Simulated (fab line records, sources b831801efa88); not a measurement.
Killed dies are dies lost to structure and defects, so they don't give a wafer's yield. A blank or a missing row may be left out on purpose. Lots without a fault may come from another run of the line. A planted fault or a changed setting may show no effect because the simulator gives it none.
Problem report in the 8D (eight disciplines) form, filled by code | flow gf180mcu | the parts of the form that need people (team, actions taken, sign-off) are left out

1. THE PROBLEM
prime_temp_c at GF_PASSIVATION_HMDS_05 reads a mean of 122.18 C on 4 wafers of 2 lots; wafers without a fault read 120.04 C with a standard deviation of 0.14. That is +15 standard deviations from the usual mean.
The step: prime time 60 s.
First seen on wafer L421.3, day 31 04:49, on litho_track-04. The record holds 40 wafers of 14 lots with a number at this step. Rule for "out", or "out of limits": more than 4 standard deviations from the usual mean. The other wafers with a number count as sound.

2. WHAT IT IS AND WHAT IT IS NOT
question                    | is                     | is not
which readings at this step | prime_temp_c           | -
which lots                  | L421, L422             | L412, L413, L416, L417, L418, L419, L425, L426, L427, L428, L429, L432
which wafers of those lots  | all that have a number | -
read on which tools         | litho_track-04         | litho_track-02, litho_track-03
when                        | from day 31 04:49      | up to then (18 sound wafers); but 18 sound wafers of L425, L426, L427, L428, L429, L432 came after

3. SUSPECTS, AND WHAT RULES EACH OUT
Counting: a tool at a process step up to the reading stays a suspect if it ran every lot that is out and no sound lot after the first of them.
- rie_metal-03 at GF_TOP_METAL_METAL_ETCH_16 (etches the open film in Cl2/BCl3, stops on SiO2, target depth 1077.5 nm, time 179.6 s): ruled out as a lasting fault. Sound lots L425, L426, L432 ran on it after its first lot that is out, L421 (day 30 18:49).
- litho_track-04 at GF_PASSIVATION_HMDS_05 (prime time 60 s): kept. It ran every lot that is out, first L421 (day 31 04:49), and no sound lot after that; its last sound lot up to then is L419 (day 30 16:07). Its own readings are out on those wafers: prime_temp_c.
Left after counting: litho_track-04 at GF_PASSIVATION_HMDS_05.

4. THE CAUSE (what the simulator had put in)
Process parameter drift: litho_track-04, from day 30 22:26 on, at GF_PASSIVATION_HMDS_05. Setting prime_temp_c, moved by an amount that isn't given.
Counting left only this tool.

5. THE CHAIN OF EFFECTS, in route order
Each row: a reading whose mean over the struck wafers that have a number lies more than 3 standard deviations from the usual. Only readings for which the record gives a usual standard deviation are gone through. hours: the time from each lot's start at the first step in this table that gives one to its start at this step, as a median over the lots. sigmas: the change in usual standard deviations.
hours | step                   | reading      | usual    | on struck wafers | change | sigmas
0     | GF_PASSIVATION_HMDS_05 | prime_temp_c | 120.04 C | 122.18           | +2.14  | +15
The process steps in it:
- GF_PASSIVATION_HMDS_05: prime time 60 s.

6. WHAT WOULD HAVE CAUGHT IT SOONER
In this record the first reading out of limits was taken at day 31 04:49, 6 hours after the fault began at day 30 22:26.
